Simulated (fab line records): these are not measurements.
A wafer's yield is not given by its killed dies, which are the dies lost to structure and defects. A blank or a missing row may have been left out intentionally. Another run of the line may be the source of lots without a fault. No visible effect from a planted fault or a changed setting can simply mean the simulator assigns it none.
2 desks looking at one fault / flow sky130 / every desk sees just its own numbers, and what lay behind them comes last

## TOOL OWNER'S DESK, litho track-03
The tool's own readings at SKY_LDD_HVP_PEB_05: means of the sampled wafers that have a number, for each lot that ran on this tool. The brackets show how far a lot's mean lies from the usual mean; more than 4 standard deviations puts the lot out of limits, marked OUT.
Columns: A = exhaust pa at SKY_LDD_HVP_PEB_05, usual 45.0 Pa
lot=L796; first seen here=day 22 14:45; A=45.0
lot=L809; first seen here=day 27 10:27; A=44.3
lot=L811; first seen here=day 28 04:46; A=44.5
lot=L812; first seen here=day 28 09:15; A=45.2
Finding of this desk: none of the 4 lots has anything out of limits.

## FROM THE METROLOGY DESK
Lot by lot, what the gauges showed, no matter which tool ran the lot: averages of those sampled wafers that carry a number. The brackets show how far a lot's mean lies from the usual mean; more than 4 standard deviations puts the lot out of limits, marked OUT.
Columns: A = cd nm at SKY_SONOS_ONO_CD_MEAS_13, usual 408.9 nm; B = LI_CONTACT_BOW at SKY_LI_CONTACT_BOW_MEAS_03, usual 55 um
lot=L794; first seen here=day 13 06:01; A=408.5; B=57
lot=L795; first seen here=day 13 12:08; A=410.6; B=57
lot=L796; first seen here=day 13 15:31; A=409.1; B=52
lot=L798; first seen here=day 14 07:50; A=408.4; B=59
lot=L803; first seen here=day 16 05:47; A=411.0; B=48
lot=L804; first seen here=day 17 08:02; A=406.9; B=57
lot=L809; first seen here=day 18 05:55; A=411.1; B=48
lot=L811; first seen here=day 19 00:11; A=409.6; B=51
lot=L810; first seen here=day 19 00:28; A=412.1; B=50
lot=L812; first seen here=day 19 05:46; A=410.4; B=61
lot=L813; first seen here=day 20 13:23; A=407.1; B=63
lot=L815; first seen here=day 20 13:42; A=407.5; B=53
lot=L814; first seen here=day 20 14:36; A=405.6; B=56
lot=L816; first seen here=day 20 19:53; A=409.4; B=51
Finding of this desk: none of the 14 lots has anything out of limits.

## BROUGHT TOGETHER
The desk of the tool owner found nothing out of limits.
At the metrology desk, nothing out of limits was observed.

## WHAT THE SIMULATOR PUT IN
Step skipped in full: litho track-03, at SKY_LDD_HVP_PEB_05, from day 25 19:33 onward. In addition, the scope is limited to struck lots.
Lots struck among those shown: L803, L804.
